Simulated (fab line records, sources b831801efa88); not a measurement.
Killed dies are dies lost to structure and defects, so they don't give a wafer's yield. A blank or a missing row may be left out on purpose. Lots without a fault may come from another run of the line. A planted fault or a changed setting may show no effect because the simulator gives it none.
Chamber matching | flow sky130 | SKY_CONTACT_CMP_04 on cmp-02: 4 sister chambers
The step polishes SiO2. 8 wafers are shown with their chamber, then 8 later ones without.

WAFERS WITH THEIR CHAMBER
wafer  | chamber | motor_current_A (A) | time_to_endpoint_s (s)
L398.5 | 3       | 11.1                | 84
L399.1 | 3       | 11.5                | 83
L399.3 | 1       | 9.4                 | 78
L400.6 | 0       | 11.5                | 85
L405.1 | 0       | 11.8                | 83
L405.5 | 1       | 9.0                 | 73
L405.6 | 2       | 13.0                | 78
L407.1 | 2       | 12.3                | 86

WAFERS WITHOUT THEIR CHAMBER
wafer  | motor_current_A (A) | time_to_endpoint_s (s)
L407.3 | 11.2                | 83
L407.5 | 11.3                | 92
L406.1 | 12.4                | 79
L406.2 | 11.4                | 88
L406.6 | 11.8                | 89
L408.1 | 11.7                | 83
L408.2 | 11.3                | 80
L408.6 | 9.3                 | 76

WHICH CHAMBER EACH WENT THROUGH
wafer  | from the rows above          | in truth
L407.3 | can't be placed: 3 or 0      | 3
L407.5 | can't be placed: 3 or 0      | 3
L406.1 | can't be placed: 2 or 0      | 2
L406.2 | can't be placed: 3 or 0      | 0
L406.6 | can't be placed: 0 or 3 or 2 | 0
L408.1 | can't be placed: 0 or 3      | 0
L408.2 | can't be placed: 3 or 0      | 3
L408.6 | 1                            | 1
Placed correctly: 1 of 8. Can't be placed from these rows: 7 (the true chamber is among the candidates in 7). Placed wrongly: 0.
How it was worked out, from the rows above alone: a wafer's distance from a chamber is the root of the sum, over the readings, of the square of ((its reading less the chamber's mean) divided by the reading's scatter). The wafer belongs to the nearest chamber; if the next one is less than 2 further off, it can't be placed. A chamber's mean is the mean of its shown wafers. The scatter: the root of (the sum of the squares of (reading less its chamber's mean) over the shown wafers, divided by (wafers less chambers)).
